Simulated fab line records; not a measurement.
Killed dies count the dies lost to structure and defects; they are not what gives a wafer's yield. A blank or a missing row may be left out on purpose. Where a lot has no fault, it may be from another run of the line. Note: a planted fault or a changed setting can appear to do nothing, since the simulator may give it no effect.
Struck lot and sound lot, side by side	flow sky130	16 steps out of a route of 708
Sound: the wafers L938.2, L938.3, L938.6. Struck: wafer L933.1. (L933.2, L933.5 of the same lot were not struck and are left out.) The cause comes at the end.
For every step that has rows: the tool of each side, followed by ch and its chambers, followed by its first start. Under that, the readings that differ: sound wafers	struck wafers	difference of the means	sigmas: that difference in standard deviations of wafers without a fault.
alike: readings whose means differ by less than 2 such deviations, and words and numbers that are the same on both sides. not compared: withheld readings, readings that some wafer has no value for, bounds like >300 that may hide the same value, and numbers for which the record gives no deviation and whose values overlap.
A row with sigmas, a row that says differs or no value, or rows on one side alone: a step with any of these is where the two part. Numbers that don't overlap but have no deviation are shown without sigmas and don't part them. A reading missing from all wafers of one side parts the sides only when that side holds two or more wafers.

first, 2 steps without rows for these wafers: SKY_METAL3_PEB_11; SKY_METAL3_DEVELOP_12 (develop time 60 s).
SKY_METAL3_CD_MEAS_13: target cd 300 nm.
  struck on cd-sem-02, day 42 05:41; sound on cd-sem-02, day 42 17:34
  alike: cd-nm
SKY_METAL3_OVL_MEAS_14:
  struck on overlay-02, day 42 05:49; sound on overlay-02, day 42 17:41
  alike: METAL3_OVL
SKY_METAL3_DESCUM_15: chemistry O2, time 8 s.
  sound on rie-metal-02 ch 0,1, day 42 17:43; struck on rie-metal-02 ch 1, day 42 05:50
  alike: drypump-motor-current-A, oes-product-au, temp-c
  not compared: rf-hours-counter-h
SKY_METAL3_ETCH_16: etches BARC in N2/H2, stops on SiO2, time 88.2 s, target depth 60 nm.
  sound on rie-metal-02 ch 0,1, day 42 17:44; struck on rie-metal-02 ch 1, day 42 05:52
  alike: drypump-motor-current-A, oes-product-au, throttle-valve-pct
  not compared: rf-hours-counter-h
SKY_METAL3_ETCH_17: etches SiO2 in C4F8/O2/Ar, stops on TiN, time 3.9 s, target depth 15 nm.
  sound on rie-diel-01 ch 0,1,2, day 42 17:50; struck on rie-diel-01 ch 1, day 42 05:58
  alike: oes-product-au
  not compared: rf-hours-counter-h
SKY_METAL3_METAL_ETCH_18: etches the open film in Cl2/BCl3, stops on SiO2, target depth 845 nm, time 183.1 s.
  sound on rie-metal-03 ch 0,1, day 42 17:52; struck on rie-metal-03 ch 1, day 42 05:59
  alike: drypump-motor-current-A, oes-product-au, throttle-valve-pct
  not compared: rf-hours-counter-h
then, 4 steps without rows for these wafers: SKY_METAL3_STRIP_19 (strips in O2/N2); SKY_METAL3_STRIP_20 (strips in post etch residue remover, time 1200 s); SKY_METAL3_CLEAN_21 (cleans in IPA, time 180 s); SKY_METAL3_CLEAN_22 (cleans in O3/DIW).
SKY_VIA3_HDPCVD_00: deposits SiO2, target thk 1635 nm, time 272.5 s.
  sound on hdpcvd-01 ch 0,1, day 42 18:38; struck on hdpcvd-02 ch 1, day 42 06:49
reading	sound	struck	difference	sigmas
run-length-s (s)	300.8 300.4 301.0	275.7	-25.0	-42
model.SiO2_of_VIA3_HDPCVD_00.thk-nm (nm)	1618 1628 1634	1529	-98	
SKY_VIA3_THK_MEAS_01:
  struck on film-metro-02, day 42 06:58; sound on film-metro-01, day 42 18:48
reading	sound	struck	difference	sigmas
VIA3_HDPCVD_THK (nm)	1616 1628 1636	1530	-97	-5
SKY_VIA3_CMP_02: polishes SiO2.
  sound on cmp-01 ch 0,1,3, day 42 18:57; struck on cmp-01 ch 0, day 42 07:02
  alike: motor-current-A
-- the record jumps here: 6 days lie between the struck wafers' starts before and after (it left off in module VIA3 and takes up again in module PAD_OPEN, whose first step shown is number 708 of the route) --
SKY_PAD_OPEN_PROBE_99:
  only the struck wafers here have rows in the record (prober-01, day 48 18:08); the sound ones have none

WHERE THEY PART
Last at SKY_PAD_OPEN_PROBE_99 as far as this record goes, first at SKY_VIA3_HDPCVD_00.

WHY: the cause the simulator had injected
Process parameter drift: hdpcvd-02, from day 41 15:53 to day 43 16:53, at SKY_VIA3_HDPCVD_00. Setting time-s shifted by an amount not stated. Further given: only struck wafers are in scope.
